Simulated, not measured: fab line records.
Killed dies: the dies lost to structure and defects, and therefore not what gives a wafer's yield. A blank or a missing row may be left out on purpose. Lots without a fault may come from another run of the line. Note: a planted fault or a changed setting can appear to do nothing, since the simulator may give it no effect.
The same fault as seen by 2 desks || flow gf180mcu || numbers are kept per desk, each desk with only its own; the story behind them comes last

AT THE METROLOGY DESK
What the gauges read, lot by lot, whatever tool the lot ran on: means of the sampled wafers that have a number. The brackets show how far a lot's mean lies from the usual mean; more than 4 standard deviations puts the lot out of limits, marked OUT.
Columns: A = M1_ALCU_THK at GF_M1_THK_MEAS_06, usual 445 nm; B = V2_BOW at GF_V2_BOW_MEAS_05, usual 100 um
{"lot": "L784", "first seen here": "day 16 16:33", "A": 453, "B": 103}
{"lot": "L785", "first seen here": "day 16 19:22", "A": 445, "B": 97}
{"lot": "L787", "first seen here": "day 17 12:26", "A": 448, "B": 92}
{"lot": "L791", "first seen here": "day 19 05:50", "A": 447, "B": 110}
{"lot": "L793", "first seen here": "day 20 00:18", "A": 440, "B": 106}
{"lot": "L794", "first seen here": "day 20 05:09", "A": 453, "B": 106}
{"lot": "L795", "first seen here": "day 20 18:55", "A": 452, "B": 100}
{"lot": "L800", "first seen here": "day 22 06:28", "A": 443, "B": 95}
{"lot": "L802", "first seen here": "day 23 03:38", "A": 444, "B": 93}
{"lot": "L803", "first seen here": "day 23 04:27", "A": 442, "B": 100}
{"lot": "L805", "first seen here": "day 23 21:39", "A": 446, "B": 86}
{"lot": "L806", "first seen here": "day 24 06:20", "A": 437, "B": 101}
Finding of this desk: none of the 12 lots has anything out of limits.

THE TOOL OWNER'S DESK: cmp-02
The tool's own readings at GF_V2_CMP_04 (polishes SiO2): means of the sampled wafers that have a number, for each lot that ran on this tool. The brackets show how far a lot's mean lies from the usual mean; more than 4 standard deviations puts the lot out of limits, marked OUT.
Columns: A = motorCurrentA at GF_V2_CMP_04, usual 11.8 A; B = timeToEndpointS at GF_V2_CMP_04, usual 78 s
{"lot": "L784", "first seen here": "day 19 20:55", "A": 11.6, "B": 82}
{"lot": "L785", "first seen here": "day 19 23:38", "A": 12.0, "B": 75}
{"lot": "L787", "first seen here": "day 20 17:16", "A": 12.2, "B": 78}
{"lot": "L791", "first seen here": "day 22 09:46", "A": 12.2, "B": 80}
{"lot": "L793", "first seen here": "day 23 03:14", "A": 11.8, "B": 62}
{"lot": "L794", "first seen here": "day 23 07:52", "A": 11.4, "B": "56 (-4.1) OUT"}
{"lot": "L795", "first seen here": "day 23 21:00", "A": 12.2, "B": 58}
{"lot": "L802", "first seen here": "day 26 02:28", "A": 12.2, "B": 82}
{"lot": "L806", "first seen here": "day 27 01:43", "A": 12.6, "B": 83}
This desk's verdict: out of limits on L794, starting with L794 at day 23 07:52 (timeToEndpointS at GF_V2_CMP_04). Within limits: L784, L785, L787, L791, L793, L795, L802, L806.

ALL TOGETHER
An alarm could have come from the tool owner's desk at day 23 07:52, on L794.
From the metrology desk's view, nothing was out of limits.
The metrology desk holds a record of L794, inside its limits.
Of the lots named, all ran GF_V2_CMP_04 on cmp-02.

WHAT THE SIMULATOR PUT IN
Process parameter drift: cmp-02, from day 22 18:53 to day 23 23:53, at GF_V2_CMP_04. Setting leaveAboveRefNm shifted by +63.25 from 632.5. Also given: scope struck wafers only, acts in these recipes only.
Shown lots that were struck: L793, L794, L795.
Each desk's first reading out of limits, in hours after the fault started: the tool owner's desk, 13.
